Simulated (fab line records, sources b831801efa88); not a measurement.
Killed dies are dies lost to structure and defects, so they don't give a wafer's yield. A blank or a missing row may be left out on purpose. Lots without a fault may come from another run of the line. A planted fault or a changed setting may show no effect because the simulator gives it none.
Chamber matching | flow sky130 | SKY_CAPM_CVD_00 on pecvd-04: 3 sister chambers
The step deposits SiO2, target thk 15.5 nm. 6 wafers are shown with their chamber, then 12 later ones without.

WAFERS WITH THEIR CHAMBER
wafer  | chamber | heater_power_w (W)
L083.1 | 0       | 732
L083.2 | 2       | 722
L083.3 | 1       | 596
L083.4 | 0       | 724
L083.5 | 2       | 737
L083.6 | 1       | 599

WAFERS WITHOUT THEIR CHAMBER
wafer  | heater_power_w (W)
L084.1 | 741
L084.3 | 724
L084.5 | 759
L085.1 | 743
L085.4 | 759
L085.6 | 743
L087.1 | 745
L087.3 | 802
L087.6 | 762
L091.2 | 762
L091.4 | 732
L091.6 | 723

WHICH CHAMBER EACH WENT THROUGH
wafer  | from the rows above     | in truth
L084.1 | can't be placed: 2 or 0 | 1
L084.3 | can't be placed: 0 or 2 | 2
L084.5 | can't be placed: 2 or 0 | 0
L085.1 | can't be placed: 2 or 0 | 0
L085.4 | can't be placed: 2 or 0 | 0
L085.6 | can't be placed: 2 or 0 | 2
L087.1 | can't be placed: 2 or 0 | 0
L087.3 | can't be placed: 2 or 0 | 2
L087.6 | can't be placed: 2 or 0 | 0
L091.2 | can't be placed: 2 or 0 | 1
L091.4 | can't be placed: 2 or 0 | 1
L091.6 | can't be placed: 0 or 2 | 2
Placed correctly: 0 of 12. Can't be placed from these rows: 12 (the true chamber is among the candidates in 9). Placed wrongly: 0.
How it was worked out, from the rows above alone: a wafer's distance from a chamber is the root of the sum, over the readings, of the square of ((its reading less the chamber's mean) divided by the reading's scatter). The wafer belongs to the nearest chamber; if the next one is less than 2 further off, it can't be placed. A chamber's mean is the mean of its shown wafers. The scatter: the root of (the sum of the squares of (reading less its chamber's mean) over the shown wafers, divided by (wafers less chambers)).
